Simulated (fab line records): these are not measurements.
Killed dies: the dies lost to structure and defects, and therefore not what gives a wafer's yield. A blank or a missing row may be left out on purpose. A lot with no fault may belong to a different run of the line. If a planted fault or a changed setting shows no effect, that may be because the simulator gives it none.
Which of the tools did it? :: flow gf180mcu :: 13 lots, 39 wafers sampled, at 3 steps of a route of 602

WHAT THE GAUGES READ, wafer by wafer
GF_V5_CD_MEAS_14 targets a cd of 260 nm. Usual: cd nm reads 260.3 nm (standard deviation 1.2).
lot: L161
measured: day 27 15:03
on: cd sem-01
cd nm (nm): 263.2 262.4 262.0
flag: 

lot: L162
measured: day 27 18:49
on: cd sem-02
cd nm (nm): 259.1 259.2 258.9
flag: 

lot: L163
measured: day 28 01:14
on: cd sem-02
cd nm (nm): 259.3 260.3 259.0
flag: 

lot: L164
measured: day 28 08:14
on: cd sem-01
cd nm (nm): 259.8 261.0 260.5
flag: 

lot: L167
measured: day 28 23:49
on: cd sem-02
cd nm (nm): 260.3 260.3 260.2
flag: 

lot: L166
measured: day 29 00:44
on: cd sem-02
cd nm (nm): 261.7 261.3 262.8
flag: 

lot: L172
measured: day 30 11:20
on: cd sem-01
cd nm (nm): 259.2 259.2 260.8
flag: 

lot: L173
measured: day 30 18:23
on: cd sem-02
cd nm (nm): 259.7 259.5 258.8
flag: 

lot: L174
measured: day 31 05:05
on: cd sem-01
cd nm (nm): 258.7 258.6 259.8
flag: 

lot: L175
measured: day 31 09:44
on: cd sem-01
cd nm (nm): 260.2 261.2 260.1
flag: 

lot: L179
measured: day 32 09:44
on: cd sem-01
cd nm (nm): 259.8 259.2 260.4
flag: 

lot: L181
measured: day 32 23:39
on: cd sem-01
cd nm (nm): 260.8 261.0 260.4
flag: 

lot: L183
measured: day 33 09:49
on: cd sem-01
cd nm (nm): 260.7 260.6 260.8
flag: 

GF_V5_THK_MEAS_25: measures by xrf. Usual: V5_W_THK 353 nm, standard deviation 6.2.
lot: L161
measured: day 27 16:14
on: film metro-01
V5_W_THK (nm): 349 357 356
flag: 

lot: L162
measured: day 27 19:59
on: film metro-03
V5_W_THK (nm): 359 357 358
flag: 

lot: L163
measured: day 28 02:23
on: film metro-03
V5_W_THK (nm): 359 362 367
flag: 

lot: L164
measured: day 28 09:25
on: film metro-02
V5_W_THK (nm): 353 355 353
flag: 

lot: L167
measured: day 29 01:03
on: film metro-02
V5_W_THK (nm): 352 353 352
flag: 

lot: L166
measured: day 29 02:19
on: film metro-02
V5_W_THK (nm): 361 358 364
flag: 

lot: L172
measured: day 30 12:30
on: film metro-02
V5_W_THK (nm): 354 351 357
flag: 

lot: L173
measured: day 30 20:02
on: film metro-02
V5_W_THK (nm): 351 352 354
flag: 

lot: L174
measured: day 31 06:23
on: film metro-01
V5_W_THK (nm): 353 355 352
flag: 

lot: L175
measured: day 31 10:56
on: film metro-01
V5_W_THK (nm): 357 347 352
flag: 

lot: L179
measured: day 32 10:53
on: film metro-01
V5_W_THK (nm): 339 344 344
flag: 

lot: L181
measured: day 33 00:51
on: film metro-02
V5_W_THK (nm): 356 356 352
flag: 

lot: L183
measured: day 33 10:59
on: film metro-03
V5_W_THK (nm): 357 351 355
flag: 

TOOL THAT RAN EACH LOT (tool first, then ch and the chambers of the sampled wafers, then the start)
lot: L161
GF_V3_SPUTTER_22: pvd sputter-01, day 22 20:10

lot: L162
GF_V3_SPUTTER_22: pvd sputter-04, day 23 03:13

lot: L163
GF_V3_SPUTTER_22: pvd sputter-04, day 23 09:22

lot: L164
GF_V3_SPUTTER_22: pvd sputter-04, day 23 17:36

lot: L167
GF_V3_SPUTTER_22: pvd sputter-02, day 24 12:07

lot: L166
GF_V3_SPUTTER_22: pvd sputter-01, day 24 12:52

lot: L172
GF_V3_SPUTTER_22: pvd sputter-01, day 26 03:38

lot: L173
GF_V3_SPUTTER_22: pvd sputter-01, day 26 13:10

lot: L174
GF_V3_SPUTTER_22: pvd sputter-01, day 27 01:07

lot: L175
GF_V3_SPUTTER_22: pvd sputter-04, day 27 04:59

lot: L179
GF_V3_SPUTTER_22: pvd sputter-02, day 28 08:39

lot: L181
GF_V3_SPUTTER_22: pvd sputter-04, day 29 00:58

lot: L183
GF_V3_SPUTTER_22: pvd sputter-04, day 29 13:03
- GF_V3_SPUTTER_22: material TiN, target thk 10 nm, time 40 s.

WHAT THE TOOLS THEMSELVES READ (means of the sampled wafers that have a number; where no wafer has one, the mark that the record gives instead)
GF_V3_SPUTTER_22. Usual: cathode dc power W 4000.1 W, standard deviation 0.76; throttle valve pct 30.4 %, standard deviation 1.
lot: L161
tool: pvd sputter-01
cathode dc power W (W): 4000.3
throttle valve pct (%): 29.9
flag: 

lot: L162
tool: pvd sputter-04
cathode dc power W (W): 4000.4
throttle valve pct (%): 30.5
flag: 

lot: L163
tool: pvd sputter-04
cathode dc power W (W): 3999.7
throttle valve pct (%): 30.1
flag: 

lot: L164
tool: pvd sputter-04
cathode dc power W (W): 3999.8
throttle valve pct (%): 30.4
flag: 

lot: L167
tool: pvd sputter-02
cathode dc power W (W): 4000.4
throttle valve pct (%): 30.2
flag: 

lot: L166
tool: pvd sputter-01
cathode dc power W (W): 4000.0
throttle valve pct (%): 29.9
flag: 

lot: L172
tool: pvd sputter-01
cathode dc power W (W): 4000.1
throttle valve pct (%): 30.0
flag: 

lot: L173
tool: pvd sputter-01
cathode dc power W (W): 3999.4
throttle valve pct (%): 29.9
flag: 

lot: L174
tool: pvd sputter-01
cathode dc power W (W): 4000.7
throttle valve pct (%): 30.1
flag: 

lot: L175
tool: pvd sputter-04
cathode dc power W (W): 3999.7
throttle valve pct (%): 30.1
flag: 

lot: L179
tool: pvd sputter-02
cathode dc power W (W): 3999.9
throttle valve pct (%): 30.8
flag: 

lot: L181
tool: pvd sputter-04
cathode dc power W (W): 3999.9
throttle valve pct (%): 31.0
flag: 

lot: L183
tool: pvd sputter-04
cathode dc power W (W): 3998.9
throttle valve pct (%): 31.1
flag: 

THE ANSWER, worked out from the rows above alone
Rule: a lot is off if the mean of its wafers that have a number lies more than 3 standard deviations from the usual mean. A lot without any number at a reading at which 4 lots or more have one is off too. Any other lot the step has rows for is counted as sound. After the gauges, taken in route order, come the tools' own readings; for these a lot's mean is taken, as printed above. The first step at which some lot is off is used, and at that step the reading that is off furthest; a lot without a number counts as furthest.
None of the lots is off at any reading shown; this tells nothing.

WHAT HAD BEEN PUT IN BY THE SIMULATOR
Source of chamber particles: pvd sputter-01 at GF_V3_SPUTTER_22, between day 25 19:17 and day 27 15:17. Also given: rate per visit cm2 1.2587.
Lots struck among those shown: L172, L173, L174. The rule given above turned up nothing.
